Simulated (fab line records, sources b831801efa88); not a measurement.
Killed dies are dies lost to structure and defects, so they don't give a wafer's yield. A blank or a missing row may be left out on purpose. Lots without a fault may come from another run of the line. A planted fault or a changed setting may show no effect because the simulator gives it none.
One fault seen from 2 desks | flow gf180mcu | each desk has only its own numbers; what lay behind them comes last

THE TOOL OWNER'S DESK: pvd_sputter-04
The tool's own readings at GF_MIM_SPUTTER_09 (material TiN, target thk 35 nm, time 29.2 s): means of the sampled wafers that have a number, for each lot that ran on this tool. A lot is out of limits, marked OUT, if its mean lies more than 4 standard deviations from the usual mean; the brackets give that distance.
Columns: A = cathode_dc_power_W at GF_MIM_SPUTTER_09, usual 6500.1 W; B = throttle_valve_pct at GF_MIM_SPUTTER_09, usual 30.2 %
lot  | first seen here | A      | B
L165 | day 24 11:16    | 6500.0 | 31.0
L166 | day 24 21:30    | 6501.3 | 30.2
L168 | day 25 14:57    | 6501.6 | 29.7
L171 | day 26 12:34    | 6499.8 | 29.7
L172 | day 26 22:47    | 6500.5 | 30.8
L174 | day 27 19:52    | 6500.7 | 30.2
L175 | day 28 02:39    | 6500.0 | 30.4
L176 | day 28 07:35    | 6499.2 | 30.2
This desk's finding: nothing out of limits on any of the 8 lots.

THE METROLOGY DESK
What the gauges read, lot by lot, whatever tool the lot ran on: means of the sampled wafers that have a number. A lot is out of limits, marked OUT, if its mean lies more than 4 standard deviations from the usual mean; the brackets give that distance.
Columns: A = cd_nm at GF_V5_CD_MEAS_14, usual 260.3 nm
lot  | first seen here | A
L165 | day 27 04:43    | 260.0
L166 | day 27 13:37    | 260.2
L168 | day 28 07:20    | 259.9
L170 | day 28 20:10    | 260.5
L171 | day 29 01:04    | 260.7
L172 | day 29 11:13    | 260.3
L174 | day 30 06:10    | 262.1
L175 | day 30 13:23    | 259.9
L176 | day 30 17:46    | 260.9
L178 | day 31 06:08    | 260.9
L187 | day 33 08:23    | 261.2
L188 | day 33 16:59    | 261.2
This desk's finding: nothing out of limits on any of the 12 lots.

PUT TOGETHER
The tool owner's desk saw nothing out of limits.
The metrology desk saw nothing out of limits.

WHAT THE SIMULATOR HAD PUT IN
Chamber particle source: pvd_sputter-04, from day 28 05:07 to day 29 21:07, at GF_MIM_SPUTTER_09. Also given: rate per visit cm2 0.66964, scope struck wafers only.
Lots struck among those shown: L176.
